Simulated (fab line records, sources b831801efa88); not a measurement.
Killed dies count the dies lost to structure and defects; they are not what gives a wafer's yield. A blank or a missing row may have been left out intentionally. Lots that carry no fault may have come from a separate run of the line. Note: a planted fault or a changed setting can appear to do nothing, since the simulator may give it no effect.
Chamber matching	flow gf180mcu	4 sister chambers for GF_STI_ETCH_14 on rie si-01
The step etches Si in HBr/Cl2/O2, target depth 360 nm, time 102.9 s. 4 wafers are shown with their chamber, then 7 later ones without.

== WAFERS WITH THEIR CHAMBER ==
wafer	chamber	drypump motor current A (A)
L629.1	1	5.76
L629.2	0	5.84
L630.2	2	6.10
L630.3	3	5.97

== WAFERS WHOSE CHAMBER IS MISSING ==
wafer	drypump motor current A (A)
L630.5	6.11
L635.3	5.76
L635.4	5.81
L635.5	5.92
L636.2	5.76
L636.3	5.98
L636.6	6.16

== CHAMBER TAKEN BY EACH ==
wafer	from the rows above	in truth
L630.5	2	2
L635.3	1	1
L635.4	can't be placed: 0 or 1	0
L635.5	can't be placed: 3 or 0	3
L636.2	1	1
L636.3	3	3
L636.6	2	2
5 of 7 placed correctly. From these rows, 2 cannot be placed; in 2 the true chamber is one of the candidates. 0 placed wrongly.
How it was worked out, from the rows above alone: a wafer's distance from a chamber is the root of the sum, over the readings, of the square of ((its reading less the chamber's mean) divided by the reading's scatter). The wafer belongs to the nearest chamber; if the next one is less than 2 further off, it can't be placed. A chamber's mean is the mean of its shown wafers. The scatter (one wafer shown for each chamber): square how far every hidden wafer sits from the nearest shown wafer, average those squares and take the square root.
